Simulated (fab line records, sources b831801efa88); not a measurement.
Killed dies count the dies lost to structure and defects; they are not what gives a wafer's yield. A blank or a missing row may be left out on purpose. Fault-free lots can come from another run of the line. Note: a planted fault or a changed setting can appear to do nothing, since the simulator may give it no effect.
Which tool was responsible? ; flow gf180mcu ; 42 wafers from 14 lots sampled at 3 of the route's 602 steps

WHAT THE GAUGES READ, wafer by wafer
GF_NSD_TW_MEAS_12. Usual: NSD_TW typically reads 4306, with standard deviation 37.
lot;measured;on;NSD_TW;flag
L812;day 13 19:09;film-metro-04;4282 4238 4258;
L813;day 14 00:18;film-metro-02;4304 4326 4294;
L815;day 14 23:07;film-metro-02;4324 4306 4324;
L817;day 15 12:24;film-metro-02;4309 4315 4306;
L816;day 15 13:19;film-metro-03;4351 4355 4345;
L819;day 16 05:57;film-metro-02;4300 4294 4313;
L820;day 16 14:32;film-metro-02;4326 4299 4315;
L821;day 16 22:32;film-metro-03;4303 4270 4280;
L824;day 17 23:36;film-metro-03;4348 4313 4308;
L825;day 18 05:03;film-metro-02;4313 4315 4334;
L832;day 20 12:11;film-metro-04;4242 4222 4216;
L833;day 21 02:45;film-metro-04;4286 4274 4272;
L834;day 21 08:50;film-metro-04;4253 4260 4258;
L835;day 21 13:32;film-metro-04;4235 4254 4283;

GF_CONTACT_THK_MEAS_03. Usual: CONTACT_CVD_02_THK typically reads 859 nm, with standard deviation 9.8.
lot;measured;on;CONTACT_CVD_02_THK (nm);flag
L812;day 15 16:57;film-metro-01;865 865 871;
L813;day 15 21:53;film-metro-01;863 848 862;
L815;day 16 22:41;film-metro-01;862 875 869;
L817;day 17 11:55;film-metro-03;865 872 879;
L816;day 17 15:37;film-metro-02;871 868 853;
L819;day 18 05:25;film-metro-03;851 848 865;
L820;day 18 14:46;film-metro-03;852 850 870;
L821;day 18 22:52;film-metro-03;847 858 871;
L824;day 20 02:00;film-metro-03;867 868 874;
L825;day 20 07:02;film-metro-03;849 859 865;
L832;day 22 13:10;film-metro-01;846 852 852;
L833;day 23 04:22;film-metro-01;836 845 840;
L834;day 23 09:31;film-metro-01;863 872 866;
L835;day 23 13:33;film-metro-03;849 854 862;

TOOL THAT RAN EACH LOT (tool first, then ch and the chambers of the sampled wafers, then the start)
lot;GF_CONTACT_CVD_02
L812;pecvd-04 ch 0,1, day 15 16:52
L813;pecvd-03 ch 0,1,2, day 15 21:49
L815;pecvd-04 ch 0,1, day 16 22:36
L817;pecvd-03 ch 0,1,2, day 17 11:50
L816;pecvd-01 ch 0,1,2, day 17 15:33
L819;pecvd-04 ch 0,1,2, day 18 05:20
L820;pecvd-03 ch 0,1, day 18 14:41
L821;pecvd-04 ch 0,1,2, day 18 22:47
L824;pecvd-04 ch 1,2, day 20 01:55
L825;pecvd-01 ch 0,1,2, day 20 06:57
L832;pecvd-03 ch 0,1,2, day 22 13:05
L833;pecvd-01 ch 0,1, day 23 04:16
L834;pecvd-04 ch 1,2, day 23 09:26
L835;pecvd-03 ch 0,1, day 23 13:28
- GF_CONTACT_CVD_02: deposits SiO2 from TEOS, target thk 860 nm, time 95.992 s.

WHAT THE TOOLS THEMSELVES READ (means of the sampled wafers that have a number; where no wafer has one, the mark that the record gives instead)
GF_CONTACT_CVD_02. Usual: heater-power-w reads 661 W (standard deviation 71).
lot;tool;heater-power-w (W);flag
L812;pecvd-04;657;
L813;pecvd-03;685;
L815;pecvd-04;606;
L817;pecvd-03;652;
L816;pecvd-01;591;
L819;pecvd-04;647;
L820;pecvd-03;718;
L821;pecvd-04;629;
L824;pecvd-04;588;
L825;pecvd-01;635;
L832;pecvd-03;751;
L833;pecvd-01;720;
L834;pecvd-04;660;
L835;pecvd-03;695;

THE ANSWER, worked out from the rows above alone
Rule: a lot is off if the mean of its wafers that have a number lies more than 3 standard deviations from the usual mean. Also off: a lot with no number at a reading for which 4 or more lots have one. Any other lot the step has rows for is counted as sound. The gauges are gone through in route order, then the tools' own readings, and for those a lot's mean is taken as printed above. The first step at which some lot is off is used, and at that step the reading that is off furthest; a lot without a number counts as furthest.
No lot is off at any reading shown: from this, nothing can be told.

WHAT WAS PUT IN BY THE SIMULATOR
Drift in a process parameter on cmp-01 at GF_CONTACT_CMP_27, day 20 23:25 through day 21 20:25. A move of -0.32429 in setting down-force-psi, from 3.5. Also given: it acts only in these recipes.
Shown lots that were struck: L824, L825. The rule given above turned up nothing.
